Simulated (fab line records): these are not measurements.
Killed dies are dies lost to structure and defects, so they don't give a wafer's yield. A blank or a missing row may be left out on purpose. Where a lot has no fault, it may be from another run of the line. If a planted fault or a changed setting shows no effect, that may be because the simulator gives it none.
fab line records / flow gf180mcu
[record] lots = 7 wafers = 21 last_day = 34
route steps=602 shown POLY_GATE@170 HV_LDD@176
lots with no fault: from the same line, run without faults
start_h: hours from the record's opening day to when the first of the lot's shown wafers began / wait_h: how many hours have passed since the lot's step before this one / " unchanged from the row above / L1.1+2: one row covering several wafers at once / - no value, or no start given / * or withheld: withheld / < > ~ a bound
route shown NAME@n: NAME is a module with steps in the file, n the number in the route of the first one / usual: mean and standard deviation over wafers with no fault / same: alike in all rows / chamber/n: place in a boat / sites: each site's reading / _std_site: the standard deviation of these / _edge_site: mean of outer sites minus mean of inner sites / radius_mm: how far each site lies from the wafer's centre / mask NAME#n: copy n / behind: the last tool/chamber to shape the wafer / hold: why the lot went on hold/how many hours it stayed there/how the hold came to an end / device: whichever transistor did not switch (one of n, p or np) / end of line: at the end of the route, the tests of the same wafers / step lacking rows: just its recipe / killed: not the wafer's yield, but the dies lost to structure and defects at the first sort / map: dies across one wafer; x = killed, . = not, _ = none there
set.NAME: the setting the step ran with; set.NAME@STEP: the setting that earlier step ran with / model.NAME: the simulator's own value behind a step, which no gauge read
lots at selected steps of the route; one table per step, one row per wafer
services: the hour from which a tool's chamber was out of use, counted from the record's first day as start_h (under 0 if before that day), plus the number of hours and why
[[steps]]
[step GF_POLY_GATE_ETCH_13]
[recipe] target = poly-Si target_depth_nm = 198.5 stop_on = SiO2 over_etch_frac = 0.403 chemistry = HBr/Cl2 icp_w = 400 bias_w = 100 pressure_mtorr = 10 HBr_flow_sccm = 150 Cl2_flow_sccm = 50 time_s = 69.6
[usual] chamber_pressure_mTorr = 10.001/0.011 drypump_motor_current_A = 5.9/0.55 oes_product_au = 0.992/0.0067 rf_fwd_power_W = 397.3/1.5 throttle_valve_pct = 33.684/0.0081
lot.wafer=L566.1 tool=rie_si-01 chamber=0 start_h=268.59 wait_h=- chamber_pressure_mTorr=10.021 drypump_motor_current_A=5.7 oes_product_au=0.995 rf_fwd_power_W=397.4 rf_hours_counter_h=15 throttle_valve_pct=33.680
lot.wafer=L566.2 tool=rie_si-01 chamber=1 start_h=268.59 wait_h=- chamber_pressure_mTorr=10.020 drypump_motor_current_A=6.6 oes_product_au=0.993 rf_fwd_power_W=395.8 rf_hours_counter_h=1 throttle_valve_pct=33.671
lot.wafer=L566.5 tool=rie_si-01 chamber=0 start_h=268.59 wait_h=- chamber_pressure_mTorr=10.006 drypump_motor_current_A=5.7 oes_product_au=0.990 rf_fwd_power_W=397.6 rf_hours_counter_h=- throttle_valve_pct=33.670
lot.wafer=L567.2 tool=rie_si-02 chamber=0 start_h=268.80 wait_h=- chamber_pressure_mTorr=9.989 drypump_motor_current_A=6.0 oes_product_au=0.995 rf_fwd_power_W=396.6 rf_hours_counter_h=1 throttle_valve_pct=33.672
lot.wafer=L567.3 tool=rie_si-02 chamber=2 start_h=268.80 wait_h=- chamber_pressure_mTorr=10.001 drypump_motor_current_A=6.7 oes_product_au=0.990 rf_fwd_power_W=396.7 rf_hours_counter_h=5 throttle_valve_pct=33.685
lot.wafer=L567.4 tool=rie_si-02 chamber=1 start_h=268.80 wait_h=- chamber_pressure_mTorr=10.016 drypump_motor_current_A=5.5 oes_product_au=1.001 rf_fwd_power_W=397.1 rf_hours_counter_h=3 throttle_valve_pct=33.681
lot.wafer=L568.3 tool=rie_si-02 chamber=0 start_h=279.16 wait_h=- chamber_pressure_mTorr=10.012 drypump_motor_current_A=6.0 oes_product_au=0.987 rf_fwd_power_W=396.5 rf_hours_counter_h=1 throttle_valve_pct=33.687
lot.wafer=L568.5 tool=rie_si-02 chamber=1 start_h=279.16 wait_h=- chamber_pressure_mTorr=9.995 drypump_motor_current_A=5.5 oes_product_au=1.002 rf_fwd_power_W=394.0 rf_hours_counter_h=- throttle_valve_pct=33.695
lot.wafer=L568.6 tool=rie_si-02 chamber=0 start_h=279.16 wait_h=- chamber_pressure_mTorr=9.999 drypump_motor_current_A=6.0 oes_product_au=0.995 rf_fwd_power_W=399.3 rf_hours_counter_h=- throttle_valve_pct=33.696
lot.wafer=L571.3 tool=rie_si-01 chamber=3 start_h=295.51 wait_h=- chamber_pressure_mTorr=9.984 drypump_motor_current_A=5.2 oes_product_au=0.999 rf_fwd_power_W=395.5 rf_hours_counter_h=97 throttle_valve_pct=33.677
lot.wafer=L571.4 tool=rie_si-01 chamber=0 start_h=295.51 wait_h=- chamber_pressure_mTorr=10.013 drypump_motor_current_A=5.7 oes_product_au=0.990 rf_fwd_power_W=397.2 rf_hours_counter_h=16 throttle_valve_pct=33.678
lot.wafer=L571.6 tool=rie_si-01 chamber=3 start_h=295.51 wait_h=- chamber_pressure_mTorr=9.999 drypump_motor_current_A=5.3 oes_product_au=0.994 rf_fwd_power_W=394.8 rf_hours_counter_h=- throttle_valve_pct=33.682
lot.wafer=L575.1 tool=rie_si-01 chamber=0 start_h=325.91 wait_h=- chamber_pressure_mTorr=10.001 drypump_motor_current_A=5.8 oes_product_au=0.995 rf_fwd_power_W=398.9 rf_hours_counter_h=16 throttle_valve_pct=33.674
lot.wafer=L575.2 tool=rie_si-01 chamber=2 start_h=325.91 wait_h=- chamber_pressure_mTorr=9.997 drypump_motor_current_A=5.2 oes_product_au=1.004 rf_fwd_power_W=396.7 rf_hours_counter_h=69 throttle_valve_pct=33.685
lot.wafer=L575.6 tool=rie_si-01 chamber=0 start_h=325.91 wait_h=- chamber_pressure_mTorr=10.001 drypump_motor_current_A=5.7 oes_product_au=0.986 rf_fwd_power_W=398.6 rf_hours_counter_h=- throttle_valve_pct=33.693
lot.wafer=L577.1 tool=rie_si-02 chamber=1 start_h=332.04 wait_h=- chamber_pressure_mTorr=10.016 drypump_motor_current_A=5.5 oes_product_au=0.988 rf_fwd_power_W=398.1 rf_hours_counter_h=4 throttle_valve_pct=33.678
lot.wafer=L577.4 tool=rie_si-02 chamber=3 start_h=332.04 wait_h=- chamber_pressure_mTorr=10.013 drypump_motor_current_A=6.4 oes_product_au=0.999 rf_fwd_power_W=397.7 rf_hours_counter_h=44 throttle_valve_pct=33.675
lot.wafer=L577.6 tool=rie_si-02 chamber=1 start_h=332.04 wait_h=- chamber_pressure_mTorr=10.017 drypump_motor_current_A=5.5 oes_product_au=0.999 rf_fwd_power_W=399.5 rf_hours_counter_h=- throttle_valve_pct=33.681
lot.wafer=L580.1 tool=rie_si-02 chamber=0 start_h=353.11 wait_h=- chamber_pressure_mTorr=9.992 drypump_motor_current_A=6.0 oes_product_au=0.992 rf_fwd_power_W=394.2 rf_hours_counter_h=1 throttle_valve_pct=33.699
lot.wafer=L580.3 tool=rie_si-02 chamber=2 start_h=353.11 wait_h=- chamber_pressure_mTorr=10.012 drypump_motor_current_A=6.7 oes_product_au=0.985 rf_fwd_power_W=399.4 rf_hours_counter_h=6 throttle_valve_pct=33.680
lot.wafer=L580.5 tool=rie_si-02 chamber=2 start_h=353.11 wait_h=- chamber_pressure_mTorr=10.005 drypump_motor_current_A=6.7 oes_product_au=0.981 rf_fwd_power_W=399.1 rf_hours_counter_h=- throttle_valve_pct=33.671
[step GF_POLY_GATE_STRIP_14]
[recipe] chemistry = O2/N2 power_w = 1400 pressure_mtorr = 1500 platen_temp_c = 250 o2_flow_sccm = 3000 n2_flow_sccm = 300 overash_fraction = 0.5
[usual] chamber_pressure_mTorr = 1500.2/1.3 drypump_motor_current_A = 5.9/0.38 heater_power_w = 324/26 oes_product_au = 0.505/0.0049
lot.wafer=L566.1 tool=plasma_asher-04 chamber=1 start_h=268.65 wait_h=0.0 chamber_pressure_mTorr=1499.5 drypump_motor_current_A=5.7 heater_power_w=324 oes_product_au=0.502 rf_hours_counter_h=17
lot.wafer=L566.2 tool=plasma_asher-04 chamber=0 start_h=268.65 wait_h=0.0 chamber_pressure_mTorr=1501.0 drypump_motor_current_A=6.4 heater_power_w=270 oes_product_au=0.512 rf_hours_counter_h=17
lot.wafer=L566.5 tool=plasma_asher-04 chamber=0 start_h=268.65 wait_h=0.0 chamber_pressure_mTorr=1500.3 drypump_motor_current_A=6.4 heater_power_w=270 oes_product_au=0.498 rf_hours_counter_h=-
lot.wafer=L567.2 tool=plasma_asher-03 chamber=0 start_h=268.85 wait_h=0.0 chamber_pressure_mTorr=1501.6 drypump_motor_current_A=5.7 heater_power_w=314 oes_product_au=0.509 rf_hours_counter_h=65
lot.wafer=L567.3 tool=plasma_asher-03 chamber=0 start_h=268.85 wait_h=0.0 chamber_pressure_mTorr=1499.8 drypump_motor_current_A=5.7 heater_power_w=305 oes_product_au=0.502 rf_hours_counter_h=-
lot.wafer=L567.4 tool=plasma_asher-03 chamber=1 start_h=268.85 wait_h=0.0 chamber_pressure_mTorr=1501.2 drypump_motor_current_A=6.5 heater_power_w=321 oes_product_au=0.504 rf_hours_counter_h=-
lot.wafer=L568.3 tool=plasma_asher-04 chamber=1 start_h=279.25 wait_h=0.1 chamber_pressure_mTorr=1500.5 drypump_motor_current_A=5.7 heater_power_w=331 oes_product_au=0.504 rf_hours_counter_h=-
lot.wafer=L568.5 tool=plasma_asher-04 chamber=0 start_h=279.25 wait_h=0.1 chamber_pressure_mTorr=1500.6 drypump_motor_current_A=6.4 heater_power_w=271 oes_product_au=0.499 rf_hours_counter_h=-
lot.wafer=L568.6 tool=plasma_asher-04 chamber=1 start_h=279.25 wait_h=0.1 chamber_pressure_mTorr=1500.4 drypump_motor_current_A=5.7 heater_power_w=320 oes_product_au=0.499 rf_hours_counter_h=-
lot.wafer=L571.3 tool=plasma_asher-03 chamber=0 start_h=295.60 wait_h=0.1 chamber_pressure_mTorr=1498.1 drypump_motor_current_A=5.7 heater_power_w=319 oes_product_au=0.504 rf_hours_counter_h=-
lot.wafer=L571.4 tool=plasma_asher-03 chamber=1 start_h=295.60 wait_h=0.1 chamber_pressure_mTorr=1501.6 drypump_motor_current_A=6.5 heater_power_w=325 oes_product_au=0.508 rf_hours_counter_h=-
lot.wafer=L571.6 tool=plasma_asher-03 chamber=0 start_h=295.60 wait_h=0.1 chamber_pressure_mTorr=1498.2 drypump_motor_current_A=5.7 heater_power_w=318 oes_product_au=0.510 rf_hours_counter_h=-
lot.wafer=L575.1 tool=plasma_asher-02 chamber=1 start_h=325.97 wait_h=0.0 chamber_pressure_mTorr=1501.7 drypump_motor_current_A=5.7 heater_power_w=344 oes_product_au=0.507 rf_hours_counter_h=64
lot.wafer=L575.2 tool=plasma_asher-02 chamber=0 start_h=325.97 wait_h=0.0 chamber_pressure_mTorr=1499.9 drypump_motor_current_A=5.5 heater_power_w=373 oes_product_au=0.502 rf_hours_counter_h=64
lot.wafer=L575.6 tool=plasma_asher-02 chamber=0 start_h=325.97 wait_h=0.0 chamber_pressure_mTorr=1500.0 drypump_motor_current_A=5.5 heater_power_w=380 oes_product_au=0.495 rf_hours_counter_h=-
lot.wafer=L577.1 tool=plasma_asher-03 chamber=0 start_h=332.09 wait_h=0.0 chamber_pressure_mTorr=1500.7 drypump_motor_current_A=5.7 heater_power_w=317 oes_product_au=0.506 rf_hours_counter_h=71
lot.wafer=L577.4 tool=plasma_asher-03 chamber=1 start_h=332.09 wait_h=0.0 chamber_pressure_mTorr=1499.7 drypump_motor_current_A=6.4 heater_power_w=326 oes_product_au=0.498 rf_hours_counter_h=-
lot.wafer=L577.6 tool=plasma_asher-03 chamber=1 start_h=332.09 wait_h=0.0 chamber_pressure_mTorr=1495.4 drypump_motor_current_A=6.4 heater_power_w=319 oes_product_au=0.510 rf_hours_counter_h=-
lot.wafer=L580.1 tool=plasma_asher-02 chamber=1 start_h=353.16 wait_h=0.0 chamber_pressure_mTorr=1499.7 drypump_motor_current_A=5.7 heater_power_w=329 oes_product_au=0.511 rf_hours_counter_h=67
lot.wafer=L580.3 tool=plasma_asher-02 chamber=1 start_h=353.16 wait_h=0.0 chamber_pressure_mTorr=1498.3 drypump_motor_current_A=5.7 heater_power_w=335 oes_product_au=0.506 rf_hours_counter_h=-
lot.wafer=L580.5 tool=plasma_asher-02 chamber=1 start_h=353.16 wait_h=0.0 chamber_pressure_mTorr=1498.9 drypump_motor_current_A=5.7 heater_power_w=339 oes_product_au=0.508 rf_hours_counter_h=-
[step GF_POLY_GATE_CLEAN_15]
[recipe] chemistry = SC1/SC2 mix = 1:4:20 temp_c = 70 time_s = 150 dry = n2_spin
[step GF_POLY_GATE_OXIDATION_16]
[recipe] temp_c = 850 ambient = O2 stabilise_s = 600 purge_s = 300 target_thk_a = 40 ox_time_s = 899
[step GF_POLY_GATE_THK_MEAS_17]
[recipe] reads = SiO2_of_POLY_GATE_OXIDATION_16
[usual] POLY_GATE_OXIDATION_THK = 4.02/0.093
lot.wafer=L567.2 tool=film_metro-03 chamber=- start_h=272.18 wait_h=0.0 POLY_GATE_OXIDATION_THK[nm]=4.07
lot.wafer=L567.3 tool=film_metro-03 chamber=- start_h=272.18 wait_h=0.0 POLY_GATE_OXIDATION_THK[nm]=3.96
lot.wafer=L567.4 tool=film_metro-03 chamber=- start_h=272.18 wait_h=0.0 POLY_GATE_OXIDATION_THK[nm]=4.00
lot.wafer=L566.1 tool=film_metro-02 chamber=- start_h=272.19 wait_h=0.1 POLY_GATE_OXIDATION_THK[nm]=4.10
lot.wafer=L566.2 tool=film_metro-02 chamber=- start_h=272.19 wait_h=0.1 POLY_GATE_OXIDATION_THK[nm]=4.12
lot.wafer=L566.5 tool=film_metro-02 chamber=- start_h=272.19 wait_h=0.1 POLY_GATE_OXIDATION_THK[nm]=4.06
lot.wafer=L568.3 tool=film_metro-02 chamber=- start_h=284.30 wait_h=0.0 POLY_GATE_OXIDATION_THK[nm]=4.15
lot.wafer=L568.5 tool=film_metro-02 chamber=- start_h=284.30 wait_h=0.0 POLY_GATE_OXIDATION_THK[nm]=4.10
lot.wafer=L568.6 tool=film_metro-02 chamber=- start_h=284.30 wait_h=0.0 POLY_GATE_OXIDATION_THK[nm]=4.10
lot.wafer=L571.3 tool=film_metro-01 chamber=- start_h=302.53 wait_h=0.0 POLY_GATE_OXIDATION_THK[nm]=4.02
lot.wafer=L571.4 tool=film_metro-01 chamber=- start_h=302.53 wait_h=0.0 POLY_GATE_OXIDATION_THK[nm]=4.08
lot.wafer=L571.6 tool=film_metro-01 chamber=- start_h=302.53 wait_h=0.0 POLY_GATE_OXIDATION_THK[nm]=4.08
lot.wafer=L575.1 tool=film_metro-03 chamber=- start_h=327.60 wait_h=0.0 POLY_GATE_OXIDATION_THK[nm]=4.10
lot.wafer=L575.2 tool=film_metro-03 chamber=- start_h=327.60 wait_h=0.0 POLY_GATE_OXIDATION_THK[nm]=3.98
lot.wafer=L575.6 tool=film_metro-03 chamber=- start_h=327.60 wait_h=0.0 POLY_GATE_OXIDATION_THK[nm]=4.03
lot.wafer=L577.1 tool=film_metro-02 chamber=- start_h=334.16 wait_h=0.0 POLY_GATE_OXIDATION_THK[nm]=4.05
lot.wafer=L577.4 tool=film_metro-02 chamber=- start_h=334.16 wait_h=0.0 POLY_GATE_OXIDATION_THK[nm]=4.06
lot.wafer=L577.6 tool=film_metro-02 chamber=- start_h=334.16 wait_h=0.0 POLY_GATE_OXIDATION_THK[nm]=4.10
lot.wafer=L580.1 tool=film_metro-01 chamber=- start_h=355.29 wait_h=0.0 POLY_GATE_OXIDATION_THK[nm]=4.08
lot.wafer=L580.3 tool=film_metro-01 chamber=- start_h=355.29 wait_h=0.0 POLY_GATE_OXIDATION_THK[nm]=3.96
lot.wafer=L580.5 tool=film_metro-01 chamber=- start_h=355.29 wait_h=0.0 POLY_GATE_OXIDATION_THK[nm]=4.05
[step GF_POLY_GATE_CD_MEAS_18]
[usual] cd_nm = 279.9/2.1
lot.wafer=L567.2 tool=cd_sem-02 chamber=- start_h=272.34 wait_h=0.2 cd_nm=280.5
lot.wafer=L567.3 tool=cd_sem-02 chamber=- start_h=272.34 wait_h=0.2 cd_nm=281.3
lot.wafer=L567.4 tool=cd_sem-02 chamber=- start_h=272.34 wait_h=0.2 cd_nm=282.4
lot.wafer=L566.1 tool=cd_sem-01 chamber=- start_h=272.36 wait_h=0.2 cd_nm=276.6
lot.wafer=L566.2 tool=cd_sem-01 chamber=- start_h=272.36 wait_h=0.2 cd_nm=276.7
lot.wafer=L566.5 tool=cd_sem-01 chamber=- start_h=272.36 wait_h=0.2 cd_nm=276.5
lot.wafer=L568.3 tool=cd_sem-01 chamber=- start_h=284.39 wait_h=0.1 cd_nm=280.9
lot.wafer=L568.5 tool=cd_sem-01 chamber=- start_h=284.39 wait_h=0.1 cd_nm=280.5
lot.wafer=L568.6 tool=cd_sem-01 chamber=- start_h=284.39 wait_h=0.1 cd_nm=279.8
lot.wafer=L571.3 tool=cd_sem-01 chamber=- start_h=302.63 wait_h=0.1 cd_nm=281.2
lot.wafer=L571.4 tool=cd_sem-01 chamber=- start_h=302.63 wait_h=0.1 cd_nm=276.0
lot.wafer=L571.6 tool=cd_sem-01 chamber=- start_h=302.63 wait_h=0.1 cd_nm=282.0
lot.wafer=L575.1 tool=cd_sem-02 chamber=- start_h=327.66 wait_h=0.1 cd_nm=278.3
lot.wafer=L575.2 tool=cd_sem-02 chamber=- start_h=327.66 wait_h=0.1 cd_nm=280.2
lot.wafer=L575.6 tool=cd_sem-02 chamber=- start_h=327.66 wait_h=0.1 cd_nm=278.6
lot.wafer=L577.1 tool=cd_sem-01 chamber=- start_h=334.22 wait_h=0.1 cd_nm=283.8
lot.wafer=L577.4 tool=cd_sem-01 chamber=- start_h=334.22 wait_h=0.1 cd_nm=279.7
lot.wafer=L577.6 tool=cd_sem-01 chamber=- start_h=334.22 wait_h=0.1 cd_nm=280.4
lot.wafer=L580.1 tool=cd_sem-01 chamber=- start_h=355.35 wait_h=0.1 cd_nm=276.5
lot.wafer=L580.3 tool=cd_sem-01 chamber=- start_h=355.35 wait_h=0.1 cd_nm=278.6
lot.wafer=L580.5 tool=cd_sem-01 chamber=- start_h=355.35 wait_h=0.1 cd_nm=280.2
[step GF_HV_LDD_DEHYDRATE_00]
[recipe] temp_c = 200 time_s = 60
[step GF_HV_LDD_HMDS_01]
[recipe] prime_time_s = 60 prime_temp_c = 120
[step GF_HV_LDD_COAT_02]
[recipe] resist = NOVOLAK spin_rpm = 3000 resist_thk_nm = 1000
[step GF_HV_LDD_SOFTBAKE_03]
[recipe] temp_c = 90 time_s = 60 resist = NOVOLAK
[step GF_HV_LDD_EXPOSE_04]
[recipe] mask_id = Nplus_LV_AREA target_cd_nm = 400 na = 0.6 source_shape = conventional sigma_outer = 0.6 dose_mj = 140
[step GF_HV_LDD_PEB_05]
[recipe] temp_c = withheld time_s = * resist = NOVOLAK
[step GF_HV_LDD_DEVELOP_06]
[recipe] develop_time_s = 60 dev_temp_c = 23
[usual] chill_plate_temp_C = 23.00/0.1 develop_time_s = 60/0
lot.wafer=L567.2 tool=litho_track-03 chamber=- start_h=290.36 wait_h=0.1 chill_plate_temp_C=- develop_time_s=-
lot.wafer=L567.3 tool=litho_track-03 chamber=- start_h=290.36 wait_h=0.1 chill_plate_temp_C=- develop_time_s=-
lot.wafer=L567.4 tool=litho_track-03 chamber=- start_h=290.36 wait_h=0.1 chill_plate_temp_C=- develop_time_s=-
lot.wafer=L566.1 tool=litho_track-02 chamber=- start_h=290.45 wait_h=0.1 chill_plate_temp_C=- develop_time_s=-
lot.wafer=L566.2 tool=litho_track-02 chamber=- start_h=290.45 wait_h=0.1 chill_plate_temp_C=- develop_time_s=-
lot.wafer=L566.5 tool=litho_track-02 chamber=- start_h=290.45 wait_h=0.1 chill_plate_temp_C=- develop_time_s=-
lot.wafer=L568.3 tool=litho_track-02 chamber=- start_h=303.05 wait_h=0.1 chill_plate_temp_C=- develop_time_s=-
lot.wafer=L568.5 tool=litho_track-02 chamber=- start_h=303.05 wait_h=0.1 chill_plate_temp_C=- develop_time_s=-
lot.wafer=L568.6 tool=litho_track-02 chamber=- start_h=303.05 wait_h=0.1 chill_plate_temp_C=- develop_time_s=-
lot.wafer=L571.3 tool=litho_track-02 chamber=0 start_h=322.65 wait_h=0.1 chill_plate_temp_C=22.95 develop_time_s=60
lot.wafer=L571.4 tool=litho_track-02 chamber=0 start_h=322.65 wait_h=0.1 chill_plate_temp_C=23.01 develop_time_s=60
lot.wafer=L571.6 tool=litho_track-02 chamber=0 start_h=322.65 wait_h=0.1 chill_plate_temp_C=23.08 develop_time_s=60
lot.wafer=L575.1 tool=litho_track-03 chamber=0 start_h=347.93 wait_h=0.1 chill_plate_temp_C=23.15 develop_time_s=60
lot.wafer=L575.2 tool=litho_track-03 chamber=0 start_h=347.93 wait_h=0.1 chill_plate_temp_C=23.04 develop_time_s=60
lot.wafer=L575.6 tool=litho_track-03 chamber=0 start_h=347.93 wait_h=0.1 chill_plate_temp_C=23.05 develop_time_s=60
lot.wafer=L577.1 tool=litho_track-04 chamber=0 start_h=356.29 wait_h=0.1 chill_plate_temp_C=22.90 develop_time_s=60
lot.wafer=L577.4 tool=litho_track-04 chamber=0 start_h=356.29 wait_h=0.1 chill_plate_temp_C=22.90 develop_time_s=60
lot.wafer=L577.6 tool=litho_track-04 chamber=0 start_h=356.29 wait_h=0.1 chill_plate_temp_C=23.07 develop_time_s=60
lot.wafer=L580.1 tool=litho_track-03 chamber=0 start_h=377.33 wait_h=0.1 chill_plate_temp_C=22.97 develop_time_s=60
lot.wafer=L580.3 tool=litho_track-03 chamber=0 start_h=377.33 wait_h=0.1 chill_plate_temp_C=22.92 develop_time_s=60
lot.wafer=L580.5 tool=litho_track-03 chamber=0 start_h=377.33 wait_h=0.1 chill_plate_temp_C=22.86 develop_time_s=60
[step GF_HV_LDD_CD_MEAS_07]
[recipe] target_cd_nm = 400
[usual] cd_nm = 399.5/2
lot.wafer=L567.2 tool=cd_sem-02 chamber=- start_h=290.51 wait_h=0.1 cd_nm=-
lot.wafer=L567.3 tool=cd_sem-02 chamber=- start_h=290.51 wait_h=0.1 cd_nm=-
lot.wafer=L567.4 tool=cd_sem-02 chamber=- start_h=290.51 wait_h=0.1 cd_nm=-
lot.wafer=L566.1 tool=cd_sem-02 chamber=- start_h=290.61 wait_h=0.1 cd_nm=-
lot.wafer=L566.2 tool=cd_sem-02 chamber=- start_h=290.61 wait_h=0.1 cd_nm=-
lot.wafer=L566.5 tool=cd_sem-02 chamber=- start_h=290.61 wait_h=0.1 cd_nm=-
lot.wafer=L568.3 tool=cd_sem-02 chamber=- start_h=303.19 wait_h=0.1 cd_nm=-
lot.wafer=L568.5 tool=cd_sem-02 chamber=- start_h=303.19 wait_h=0.1 cd_nm=-
lot.wafer=L568.6 tool=cd_sem-02 chamber=- start_h=303.19 wait_h=0.1 cd_nm=-
lot.wafer=L571.3 tool=cd_sem-02 chamber=- start_h=322.79 wait_h=0.1 cd_nm=401.6
lot.wafer=L571.4 tool=cd_sem-02 chamber=- start_h=322.79 wait_h=0.1 cd_nm=402.2
lot.wafer=L571.6 tool=cd_sem-02 chamber=- start_h=322.79 wait_h=0.1 cd_nm=401.0
lot.wafer=L575.1 tool=cd_sem-01 chamber=- start_h=348.08 wait_h=0.1 cd_nm=400.4
lot.wafer=L575.2 tool=cd_sem-01 chamber=- start_h=348.08 wait_h=0.1 cd_nm=401.6
lot.wafer=L575.6 tool=cd_sem-01 chamber=- start_h=348.08 wait_h=0.1 cd_nm=400.2
lot.wafer=L577.1 tool=cd_sem-02 chamber=- start_h=356.44 wait_h=0.1 cd_nm=401.6
lot.wafer=L577.4 tool=cd_sem-02 chamber=- start_h=356.44 wait_h=0.1 cd_nm=401.3
lot.wafer=L577.6 tool=cd_sem-02 chamber=- start_h=356.44 wait_h=0.1 cd_nm=402.2
lot.wafer=L580.1 tool=cd_sem-02 chamber=- start_h=377.48 wait_h=0.1 cd_nm=398.8
lot.wafer=L580.3 tool=cd_sem-02 chamber=- start_h=377.48 wait_h=0.1 cd_nm=396.5
lot.wafer=L580.5 tool=cd_sem-02 chamber=- start_h=377.48 wait_h=0.1 cd_nm=396.9
[[services]]
tool=plasma_asher-02 chamber=- start_h=245.34 hours=24.6 kind=pm
tool=plasma_asher-04 chamber=- start_h=253.99 hours=1.6 kind=repair
tool=litho_track-04 chamber=- start_h=255.35 hours=- kind=consumable_replace:filter
tool=rie_si-01 chamber=1 start_h=276.15 hours=6.7 kind=repair
tool=plasma_asher-03 chamber=- start_h=291.13 hours=2.4 kind=repair
tool=rie_si-01 chamber=3 start_h=317.84 hours=- kind=clean
tool=rie_si-01 chamber=3 start_h=317.84 hours=15.4 kind=scheduled_down
tool=rie_si-01 chamber=3 start_h=317.84 hours=15.4 kind=vent_cycle
tool=plasma_asher-03 chamber=- start_h=322.05 hours=1.3 kind=repair
tool=plasma_asher-04 chamber=- start_h=335.38 hours=20.6 kind=repair
tool=rie_si-02 chamber=- start_h=355.83 hours=2.8 kind=pm
tool=plasma_asher-04 chamber=- start_h=356.49 hours=13.7 kind=repair
[[key]]
[first_sign] step = GF_HV_LDD_DEVELOP_06 reading = tool_record direction = missing
effect none on later readings
met_at GF_HV_LDD_DEVELOP_06
struck_wafers L566.1,L566.2,L566.5,L567.2,L567.3,L567.4,L568.3,L568.5,L568.6
later_rows_left_out L566.1,L566.2,L566.5,L567.2,L567.3,L567.4,L568.3,L568.5,L568.6
sort_left_out L566.1,L566.2,L566.5,L567.2,L567.3,L567.4,L568.3,L568.5,L568.6
tester_left_out L566,L567,L568
[fault] kind = skipped_step_whole tool = litho_track-02,litho_track-03 chamber = - onset_h = 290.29 steps = GF_HV_LDD_DEVELOP_06 scope = struck_lots_only
// tester_left_out: of these lots the tester's yield and bins aren't shown, on N5 and GAA mostly nor the transistor test; their killed dies are dies lost to structure and defects alone, not to doping, threshold or leakage, so they don't give the yield
// sort_left_out: the simulated sort isn't trusted on such a fault, so these wafers' sort isn't shown, and their yield isn't known
// later_rows_left_out: the simulator's readings of these wafers behind a module that went badly wrong aren't trusted and aren't shown, but for the sort
